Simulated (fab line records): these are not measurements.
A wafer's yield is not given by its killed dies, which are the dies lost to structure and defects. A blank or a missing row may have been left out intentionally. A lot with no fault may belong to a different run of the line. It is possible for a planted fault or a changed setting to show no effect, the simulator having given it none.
A struck lot beside a sound one / flow sky130 / 21 out of 708 route steps
Sound: the wafers L796.1, L796.2, L796.5. The struck wafers were L795.1, L795.2, L795.4. Last of all comes the cause.
Order at every step that has rows: each side's tool, ch and its chambers, its first start. Under that, the readings that differ: sound wafers / struck wafers / difference of the means / sigmas: that difference in standard deviations of wafers without a fault.
alike: readings with means less than 2 such deviations apart, plus words and numbers identical on both sides. not compared: withheld readings, readings lacking a value on some wafer, bounds such as >300 that could conceal the same value, and numbers that have no deviation in the record and whose values overlap.
A row with sigmas, a row that says differs or no value, or rows on one side alone: a step with any of these is where the two part. Numbers that have no deviation but don't overlap get no sigmas and don't part them. Lack of a reading on every wafer of one side parts them only where that side has two or more wafers.

first, 1 step without rows for these wafers: SKY_NWELL_IMPLANT_24.
SKY_NWELL_STRIP_25: strips in O2/N2.
  sound on plasma-asher-04 ch 0,1, day 7 18:18; struck on plasma-asher-04 ch 0,1, day 7 09:30
  alike: drypump-motor-current-A, oes-product-au, strip-time-to-endpoint-s
  not compared: rf-hours-counter-h
SKY_NWELL_TW_MEAS_26:
  sound: film-metro-04 at day 7 18:24; struck: film-metro-01 at day 7 09:36
reading=NWELL_2_TW; sound=490 491 491; struck=501 499 499; difference=+9; sigmas=+2
then, 1 step without rows for these wafers: SKY_NWELL_CLEAN_27 (cleans in SC1/SC2, time 150 s).
SKY_NWELL_RTA_28: time 30 s.
  sound on rtp-anneal-01 ch 0, day 7 18:31; struck on rtp-anneal-02 ch 0, day 7 09:43
  alike: lamp-power-pct, wafer_temp_C_max
SKY_NWELL_RS_MEAS_29: measures by four-point-probe.
  sound: film-metro-01 at day 7 18:37; struck: film-metro-04 at day 7 09:49
  alike: NWELL_RS
SKY_NWELL_RS_MEAS_31: measures by four-point-probe.
  sound: film-metro-01 at day 7 18:52; struck: film-metro-04 at day 7 10:03
  alike: PWDE_RS
then, 4 steps without rows for these wafers: SKY_VT_ADJUST_HVTP_DEHYDRATE_00 (time 60 s); SKY_VT_ADJUST_HVTP_HMDS_01 (prime time 60 s); SKY_VT_ADJUST_HVTP_COAT_02 (resist thk 1140 nm); SKY_VT_ADJUST_HVTP_SOFTBAKE_03 (time 60 s).
SKY_VT_ADJUST_HVTP_EXPOSE_04: exposes mask HVTPM, target cd 380 nm.
  sound on iline-stepper-02 ch 0, day 8 05:16; struck on iline-stepper-01 ch 0, day 7 19:23
reading=mask; sound=HVTPM#0 HVTPM#0 HVTPM#0; struck=NWM_COMPLEMENT#0 NWM_COMPLEMENT#0 NWM_COMPLEMENT#0; difference=differs; sigmas=
  alike: reticle-temp-C
then, 2 steps without rows for these wafers: SKY_VT_ADJUST_HVTP_PEB_05; SKY_VT_ADJUST_HVTP_DEVELOP_06 (develop time 60 s).
SKY_VT_ADJUST_HVTP_CD_MEAS_07: target cd 380 nm.
  sound: cd-sem-01 at day 8 15:58; struck: cd-sem-02 at day 8 05:35
reading=cd-nm (nm); sound=380.3 381.2 381.1; struck=- - -; difference=no value on the struck wafers; sigmas=
SKY_VT_ADJUST_HVTP_OVL_MEAS_08:
  sound: overlay-01 at day 8 16:05; struck: overlay-01 at day 8 05:42
reading=VT_ADJUST_HVTP_OVL (nm); sound=1.2 0.1 0.0; struck=- - -; difference=no value on the struck wafers; sigmas=
next, for these wafers, 1 step has no rows: SKY_VT_ADJUST_HVTP_IMPLANT_09.
SKY_VT_ADJUST_HVTP_STRIP_10: strips in O2/N2.
  sound on plasma-asher-03 ch 0,1, day 8 16:16; struck on plasma-asher-03 ch 0,1, day 8 05:53
  alike: drypump-motor-current-A, oes-product-au, strip-time-to-endpoint-s
  not compared: rf-hours-counter-h
SKY_VT_ADJUST_HVTP_TW_MEAS_11:
  sound: film-metro-02 at day 8 16:22; struck: film-metro-03 at day 8 05:59
reading=VT_ADJUST_HVTP_TW; sound=1359 1364 1362; struck=30 30 30; difference=-1332; sigmas=-95
then, 1 step without rows for these wafers: SKY_VT_ADJUST_LVTN_DEHYDRATE_00 (time 60 s).
-- record jumps: 40 days separate the struck wafers' starts on either side; left off in module VT_ADJUST_LVTN, taken up again in module PAD_OPEN, whose first shown step is the route's number 708 --
SKY_PAD_OPEN_PROBE_99:
  sound: prober-02 at day 48 06:37; struck: prober-02 at day 47 19:57
reading=killed-at-front-end; sound=17 7 13; struck=418 423 424; difference=+409; sigmas=+89
reading=killed-dies; sound=68 77 91; struck=492 492 492; difference=+413; sigmas=+44
reading=killed-on-rim; sound=13 16 23; struck=96 96 96; difference=+79; sigmas=+20
  alike: killed_at_M0_to_M3, killed_at_M4_up, killed-at-contacts, killed-at-other, killed-open, killed-short

WHERE THEY PART
Earliest at SKY_NWELL_TW_MEAS_26; latest, in this record, at SKY_PAD_OPEN_PROBE_99.

WHY: what had been put in by the simulator
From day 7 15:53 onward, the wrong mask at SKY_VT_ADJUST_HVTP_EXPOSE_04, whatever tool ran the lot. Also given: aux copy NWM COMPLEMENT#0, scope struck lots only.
